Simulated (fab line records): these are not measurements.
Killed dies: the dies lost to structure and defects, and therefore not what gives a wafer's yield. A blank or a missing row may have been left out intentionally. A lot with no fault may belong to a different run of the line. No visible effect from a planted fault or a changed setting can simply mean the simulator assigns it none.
A lot that was struck, set against a sound lot	flow gf180mcu	14 out of 602 route steps
Sound: wafers L820.1, L820.2, L820.3. Struck: wafers L812.1, L812.3, L812.6. The cause is given at the end.
Order at every step that has rows: each side's tool, ch and its chambers, its first start. Under that, the readings that differ: sound wafers	struck wafers	difference of the means	sigmas: that difference in standard deviations of wafers without a fault.
alike: words and numbers the same on both sides, and readings whose means are apart by under 2 such deviations; not compared: readings that were withheld, readings missing a value for some wafer, numbers with overlapping values and no deviation given by the record, and bounds like >300 which may hide the same value.
A row with sigmas, a row that says differs or no value, or rows on one side alone: a step with any of these is where the two part. Numbers that have no deviation but don't overlap get no sigmas and don't part them. A reading missing from all wafers of one side parts the sides only when that side holds two or more wafers.

GF_V1_CMP_26: polishes, stops on SiO2, t overpolish 15 s, target thk 0 nm.
  sound on cmp-01 ch 1,2,3, day 24 08:56; struck on cmp-01 ch 0,1,2, day 21 04:23
  alike: motor_current_A, overpolish_run_s, time_to_endpoint_s
GF_M2_SPUTTER_00: material Ti, target thk 37.5 nm, time 150 s.
  sound on pvd_sputter-02, day 24 09:14; struck on pvd_sputter-01, day 21 04:41
  alike: cathode_dc_power_W, throttle_valve_pct
GF_M2_SPUTTER_01: material TiN, target thk 30 nm, time 25 s.
  sound on pvd_sputter-02, day 24 09:20; struck on pvd_sputter-01, day 21 04:47
  alike: cathode_dc_power_W, throttle_valve_pct
GF_M2_SPUTTER_02: material AlCu, target thk 450 nm, time 23.9 s.
  sound on pvd_sputter-02, day 24 09:23; struck on pvd_sputter-01, day 21 04:49
  alike: cathode_dc_power_W, throttle_valve_pct
then, 1 step without rows for these wafers: GF_M2_SPUTTER_03 (material Ti, target thk 10 nm, time 6.7 s).
GF_M2_SPUTTER_04: material TiN, target thk 50 nm, time 41.7 s.
  sound on pvd_sputter-02, day 24 09:26; struck on pvd_sputter-01, day 21 04:52
  alike: cathode_dc_power_W, throttle_valve_pct
GF_M2_RS_MEAS_05: measures by four-point-probe.
  sound on film_metro-02, day 24 09:28; struck on film_metro-03, day 21 04:54
  alike: M2_ALCU_RS
GF_M2_THK_MEAS_06: measures by xrf.
  sound on film_metro-02, day 24 09:35; struck on film_metro-03, day 21 05:01
  alike: M2_ALCU_THK
then, 4 steps without rows for these wafers: GF_M2_DEHYDRATE_07 (time 60 s); GF_M2_HMDS_08 (prime time 60 s); GF_M2_COAT_09 (resist thk 1000 nm); GF_M2_SOFTBAKE_10 (time 60 s).
GF_M2_EXPOSE_11: exposes mask Metal2, target cd 280 nm.
  sound on krf_scanner-02 ch 0, day 24 20:34; struck on krf_scanner-02, day 21 16:28
  no value came back on the struck wafers for exposure_dose_mJ_cm2, focus_offset_nm (nm), reticle_temp_C (C), stage_vel_mm_s (mm/s); on the sound wafers exposure_dose_mJ_cm2 reads 28.000 28.039 28.018
  alike: mask
then, 1 step without rows for these wafers: GF_M2_PEB_12 (peb time 90 s).

WHERE THEY PART
GF_M2_EXPOSE_11 only, going by this record.

WHY: what had been put in by the simulator
Step skipped in full: krf_scanner-02, at GF_M2_EXPOSE_11, from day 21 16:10 onward. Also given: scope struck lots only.
